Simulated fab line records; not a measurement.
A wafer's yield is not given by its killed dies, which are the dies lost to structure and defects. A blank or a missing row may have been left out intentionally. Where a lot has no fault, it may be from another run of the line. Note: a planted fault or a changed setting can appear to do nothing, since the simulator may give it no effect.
8D (eight disciplines) problem report, filled in by code / flow sky130 / the parts of the form that need people (team, actions taken, sign-off) are left out

1. THE ISSUE
exposure-dose-mJ-cm2 at SKY_LDD_HVP_EXPOSE_04 reads a mean of 81.92 on 12 wafers of 4 lots; wafers without a fault read 86.01 with a standard deviation of 0.079. Relative to the usual mean, that is a shift of -52 standard deviations.
The step: exposes mask HVPTM, target cd 700 nm.
First observed at day 24 08:13: wafer L301.4, on iline-stepper-02. The record has a number at this step for 36 wafers belonging to 12 lots. By rule, "out" or "out of limits" means more than 4 standard deviations away from the usual mean. The other wafers with a number count as sound.

2. WHAT IT IS, WHAT IT ISN'T
question=which readings at this step | is=exposure-dose-mJ-cm2 | is not=-
question=which lots | is=L301, L302, L304, L305 | is not=L291, L294, L295, L296, L297, L306, L312, L313
question=which wafers of those lots | is=all that have a number | is not=-
question=read on which tools | is=iline-stepper-02 | is not=iline-stepper-01
question=when | is=from day 24 08:13 | is not=up to then (15 sound wafers); but 9 sound wafers of L306, L312, L313 came after

3. THE SUSPECTS, EACH WITH WHAT RULES IT OUT
Counting: a tool stays on the suspect list if, at a process step up to the reading, it processed all lots that are out and no sound lot following the first of them.
- iline-stepper-02 at SKY_LDD_HVP_EXPOSE_04 (exposes mask HVPTM, target cd 700 nm): kept. It processed each lot that is out, first L301 at day 24 08:13, and no sound lot thereafter; up to then, the last sound lot it processed was L296 at day 22 08:21. Out on those wafers are its own readings of exposure-dose-mJ-cm2.
Remaining after the count: iline-stepper-02 at SKY_LDD_HVP_EXPOSE_04.

4. THE CAUSE (what the simulator had put in)
Drift in process parameters on iline-stepper-02 at SKY_LDD_HVP_EXPOSE_04, starting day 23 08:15. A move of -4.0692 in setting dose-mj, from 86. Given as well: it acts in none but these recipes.
The count eliminated every tool but this one.

5. SEQUENCE OF EFFECTS, ordered by route
Each row: a reading whose mean over the struck wafers that have a number lies more than 3 standard deviations from the usual. Scope: only readings with a usual standard deviation given in the record; hours: median across lots of the time from each lot's start at the first step in this table that gives one to its start at this step; sigmas: change in usual standard deviations.
hours=0; step=SKY_LDD_HVP_EXPOSE_04; reading=exposure-dose-mJ-cm2; usual=86.01; on struck wafers=81.92; change=-4.09; sigmas=-52
Here are the process steps it includes:
- SKY_LDD_HVP_EXPOSE_04: exposes mask HVPTM, target cd 700 nm.

6. WHAT WOULD HAVE CAUGHT IT SOONER
First out-of-limits reading in this record: day 24 08:13, which is 24 hours after fault onset at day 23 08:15.
